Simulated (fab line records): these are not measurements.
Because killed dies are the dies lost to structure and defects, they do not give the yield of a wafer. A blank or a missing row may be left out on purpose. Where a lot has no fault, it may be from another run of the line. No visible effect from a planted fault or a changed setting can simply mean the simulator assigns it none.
fab line records ; flow gf180mcu
record: lots: 6; wafers: 18; last-day: 34
route steps=602 shown VT_IMPLANT@104
lots untouched by any fault: they come from a run of this same line in which no faults occurred
start-h: start of the lot's first displayed wafer, in hours after the record's first day ; wait-h: how many hours have passed since the lot's step before this one ; " repeats the value in the row above ; L1.1+2: one row covering several wafers at once ; - no value, or no start was given ; * or withheld: withheld ; < > ~ a bound
route shown NAME@n: a module of which the file shows steps, and the number in the route of the first ; usual: the fault-free wafers' mean and standard deviation ; same: alike in all rows ; chamber/n: place in a boat ; sites: per-site readings ; _std_site: the values' standard deviation ; _edge_site: outer sites' mean less inner sites' ; radius-mm: how far each site lies from the wafer's centre ; mask NAME#n: copy n ; behind: tool/chamber where the wafer was last shaped ; hold: what put the lot on hold/how long, in hours/how the hold closed ; device: whichever transistor did not switch (one of n, p or np) ; end of line: the tests these same wafers got at the end of their route ; for a step that has no rows: nothing shown but its recipe ; killed: the dies lost at the first sort to structure and to defects; this is not the yield of the wafer ; map: dies across one wafer; x = killed, . = not, _ = none there
set.NAME: the setting that was run; set.NAME@STEP: the one run at that earlier step ; model.NAME: the simulator's own value behind a step, which no gauge read
lots at some steps of the route; a table a step, a row a wafer
services: a tool's chamber out of use, with start hour (start-h, from the record's first day; less than 0 if before it), hours out, and reason
== steps ==
step: GF_VT_IMPLANT_SOFTBAKE_14
recipe: temp-c: 90; time-s: 60; resist: NOVOLAK
step: GF_VT_IMPLANT_EXPOSE_15
recipe: mask-id: Nwell_LV_AREA; target-cd-nm: 860; na: 0.6; source-shape: conventional; sigma-outer: 0.6; dose-mj: 140
step: GF_VT_IMPLANT_PEB_16
recipe: temp-c: withheld; time-s: *; resist: NOVOLAK
step: GF_VT_IMPLANT_DEVELOP_17
recipe: develop-time-s: 60; dev-temp-c: 23
step: GF_VT_IMPLANT_OVL_MEAS_18
usual: VT_IMPLANT_01_OVL: -0.6/1.3
lot.wafer;tool;chamber;start-h;wait-h;VT_IMPLANT_01_OVL[nm]
L668.1;overlay-01;-;138.99;0.1;-1.6
L668.3;overlay-01;-;138.99;0.1;-1.1
L668.4;overlay-01;-;138.99;0.1;-1.0
L677.1;overlay-02;-;195.69;0.1;2.1
L677.2;overlay-02;-;195.69;0.1;2.0
L677.5;overlay-02;-;195.69;0.1;0.8
L684.1;overlay-02;-;240.41;0.1;-3.7
L684.2;overlay-02;-;240.41;0.1;-0.9
L684.6;overlay-02;-;240.41;0.1;-2.2
L685.1;overlay-02;-;244.89;0.1;-0.6
L685.2;overlay-02;-;244.89;0.1;-0.4
L685.6;overlay-02;-;244.89;0.1;-1.3
L688.1;overlay-01;-;266.14;0.1;0.8
L688.2;overlay-01;-;266.14;0.1;-2.9
L688.6;overlay-01;-;266.14;0.1;-0.7
L689.1;overlay-01;-;271.39;0.1;1.7
L689.4;overlay-01;-;271.39;0.1;1.1
L689.6;overlay-01;-;271.39;0.1;1.4
step: GF_VT_IMPLANT_IMPLANT_19
recipe: species: As; energy-kev: 100; dose-cm2: 4.35e+12; tilt-deg: 7
step: GF_VT_IMPLANT_STRIP_20
recipe: chemistry: O2/N2; power-w: 1400; pressure-mtorr: 1500; platen-temp-c: 250; o2-flow-sccm: 3000; n2-flow-sccm: 300; overash-fraction: 0.5
usual: drypump-motor-current-A: 5.69/0.25; heater-power-w: 331/18; oes-product-au: 0.716/0.0047; strip-time-to-endpoint-s: 12.62/0.032
lot.wafer;tool;chamber;start-h;wait-h;drypump-motor-current-A;heater-power-w;oes-product-au;rf-hours-counter-h;strip-time-to-endpoint-s
L668.1;plasma-asher-02;1;139.18;0.1;5.25;309;0.719;48;12.58
L668.3;plasma-asher-02;0;139.18;0.1;5.56;322;0.713;-;12.60
L668.4;plasma-asher-02;1;139.18;0.1;5.27;306;0.715;-;12.63
L677.1;plasma-asher-02;0;195.88;0.1;5.58;331;0.723;54;12.65
L677.2;plasma-asher-02;1;195.88;0.1;5.28;305;0.716;54;12.62
L677.5;plasma-asher-02;1;195.88;0.1;5.27;315;0.725;-;12.61
L684.1;plasma-asher-02;1;240.59;0.1;5.25;302;0.715;59;12.63
L684.2;plasma-asher-02;0;240.59;0.1;5.53;326;0.711;59;12.60
L684.6;plasma-asher-02;1;240.59;0.1;5.24;310;0.721;-;12.64
L685.1;plasma-asher-02;1;245.08;0.1;5.28;303;0.721;59;12.64
L685.2;plasma-asher-02;0;245.08;0.1;5.57;333;0.720;59;12.62
L685.6;plasma-asher-02;1;245.08;0.1;5.27;310;0.716;-;12.65
L688.1;plasma-asher-02;1;266.32;0.1;5.29;307;0.714;61;12.56
L688.2;plasma-asher-02;0;266.32;0.1;5.57;324;0.714;61;12.57
L688.6;plasma-asher-02;1;266.32;0.1;5.28;311;0.705;-;12.65
L689.1;plasma-asher-03;0;271.57;0.1;5.89;361;0.714;50;12.65
L689.4;plasma-asher-03;0;271.57;0.1;5.89;357;0.718;-;12.65
L689.6;plasma-asher-03;0;271.57;0.1;5.88;371;0.713;-;12.66
step: GF_VT_IMPLANT_TW_MEAS_21
usual: VT_IMPLANT_2_TW: 1203/7.5
lot.wafer;tool;chamber;start-h;wait-h;VT_IMPLANT_2_TW
L668.1;film-metro-04;-;139.28;0.1;1203
L668.3;film-metro-04;-;139.28;0.1;1197
L668.4;film-metro-04;-;139.28;0.1;1206
L677.1;film-metro-01;-;195.98;0.1;1204
L677.2;film-metro-01;-;195.98;0.1;1203
L677.5;film-metro-01;-;195.98;0.1;1210
L684.1;film-metro-03;-;240.69;0.1;1197
L684.2;film-metro-03;-;240.69;0.1;1195
L684.6;film-metro-03;-;240.69;0.1;1196
L685.1;film-metro-03;-;245.18;0.1;1210
L685.2;film-metro-03;-;245.18;0.1;1204
L685.6;film-metro-03;-;245.18;0.1;1199
L688.1;film-metro-04;-;266.42;0.1;1201
L688.2;film-metro-04;-;266.42;0.1;1204
L688.6;film-metro-04;-;266.42;0.1;1201
L689.1;film-metro-01;-;271.67;0.1;1209
L689.4;film-metro-01;-;271.67;0.1;1202
L689.6;film-metro-01;-;271.67;0.1;1209
step: GF_VT_IMPLANT_DEHYDRATE_22
recipe: temp-c: 200; time-s: 60
step: GF_VT_IMPLANT_HMDS_23
recipe: prime-time-s: 60; prime-temp-c: 120
step: GF_VT_IMPLANT_COAT_24
recipe: resist: NOVOLAK; spin-rpm: 3000; resist-thk-nm: 1000
step: GF_VT_IMPLANT_SOFTBAKE_25
recipe: temp-c: 90; time-s: 60; resist: NOVOLAK
step: GF_VT_IMPLANT_EXPOSE_26
recipe: mask-id: LVPWELL_HV_AREA; target-cd-nm: 860; na: 0.6; source-shape: conventional; sigma-outer: 0.6; dose-mj: 140
usual: exposure-dose-mJ-cm2: 140.01/0.13; focus-offset-nm: 0.0/0.56; na: 0.6/0
lot.wafer;tool;chamber;start-h;wait-h;mask;exposure-dose-mJ-cm2;focus-offset-nm;na;model.VT_IMPLANT.overlay-x-nm;model.VT_IMPLANT.overlay-y-nm
L668.1;iline-stepper-01;0;147.11;-;LVPWELL_HV_AREA#0;140.10;-0.2;0.6;0.796;-1.034
L668.3;iline-stepper-01;0;147.11;-;LVPWELL_HV_AREA#0;139.86;-0.7;0.6;0.796;-1.034
L668.4;iline-stepper-01;0;147.11;-;LVPWELL_HV_AREA#0;139.94;-0.4;0.6;0.796;-1.034
L677.1;iline-stepper-02;0;204.14;-;LVPWELL_HV_AREA#0;140.12;-0.5;0.6;0.2535;-0.8985
L677.2;iline-stepper-02;0;204.14;-;LVPWELL_HV_AREA#0;140.04;-0.7;0.6;0.2535;-0.8985
L677.5;iline-stepper-02;0;204.14;-;LVPWELL_HV_AREA#0;140.04;-0.2;0.6;0.2535;-0.8985
L684.1;iline-stepper-01;-;249.94;-;LVPWELL_HV_AREA#0;-;-;-;-1.311;0.0007668
L684.2;iline-stepper-01;-;249.94;-;LVPWELL_HV_AREA#0;-;-;-;-1.311;0.0007668
L684.6;iline-stepper-01;-;249.94;-;LVPWELL_HV_AREA#0;-;-;-;-1.311;0.0007668
L685.1;iline-stepper-02;-;254.98;-;LVPWELL_HV_AREA#0;-;-;-;-1.073;-0.7202
L685.2;iline-stepper-02;-;254.98;-;LVPWELL_HV_AREA#0;-;-;-;-1.073;-0.7202
L685.6;iline-stepper-02;-;254.98;-;LVPWELL_HV_AREA#0;-;-;-;-1.073;-0.7202
L688.1;iline-stepper-02;0;275.83;-;LVPWELL_HV_AREA#0;140.08;-0.1;0.6;0.1124;1.456
L688.2;iline-stepper-02;0;275.83;-;LVPWELL_HV_AREA#0;139.93;0.5;0.6;0.1124;1.456
L688.6;iline-stepper-02;0;275.83;-;LVPWELL_HV_AREA#0;140.21;0.5;0.6;0.1124;1.456
L689.1;iline-stepper-01;0;282.06;-;LVPWELL_HV_AREA#0;140.15;0.0;0.6;-0.9999;0.4527
L689.4;iline-stepper-01;0;282.06;-;LVPWELL_HV_AREA#0;140.14;1.1;0.6;-0.9999;0.4527
L689.6;iline-stepper-01;0;282.06;-;LVPWELL_HV_AREA#0;140.05;0.4;0.6;-0.9999;0.4527
step: GF_VT_IMPLANT_PEB_27
recipe: temp-c: withheld; time-s: *; resist: NOVOLAK
== services ==
tool;chamber;start-h;hours;kind
iline-stepper-01;-;119.30;1.7;pm
iline-stepper-01;0;152.25;-;calibration
iline-stepper-02;-;160.63;1.7;pm
iline-stepper-02;0;201.71;-;calibration
plasma-asher-02;-;226.03;1.4;repair
== key ==
first-sign: step: GF_VT_IMPLANT_EXPOSE_26; reading: tool-record; direction: missing
effect none on later readings
model-effect: step: GF_VT_IMPLANT_EXPOSE_26; value: VT_IMPLANT.overlay-x-nm; without: -0.2478; struck: -1.192
met-at GF_VT_IMPLANT_EXPOSE_26
struck-wafers L684.1,L684.2,L684.6,L685.1,L685.2,L685.6
later-rows-left-out L684.1,L684.2,L684.6,L685.1,L685.2,L685.6
sort-left-out L684.1,L684.2,L684.6,L685.1,L685.2,L685.6
tester-left-out L684,L685
onset-between 204.14 249.94
fault: kind: skipped-step-whole; tool: iline-stepper-01,iline-stepper-02; chamber: -; onset-h: 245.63; steps: GF_VT_IMPLANT_EXPOSE_26; scope: struck-lots-only
tester-left-out: of these lots the tester's yield and bins aren't shown, on N5 and GAA mostly nor the transistor test; their killed dies are dies lost to structure and defects alone, not to doping, threshold or leakage, so they don't give the yield
sort-left-out: the simulated sort isn't trusted on such a fault, so these wafers' sort isn't shown, and their yield isn't known
later-rows-left-out: the simulator's readings of these wafers behind a module that went badly wrong aren't trusted and aren't shown, but for the sort
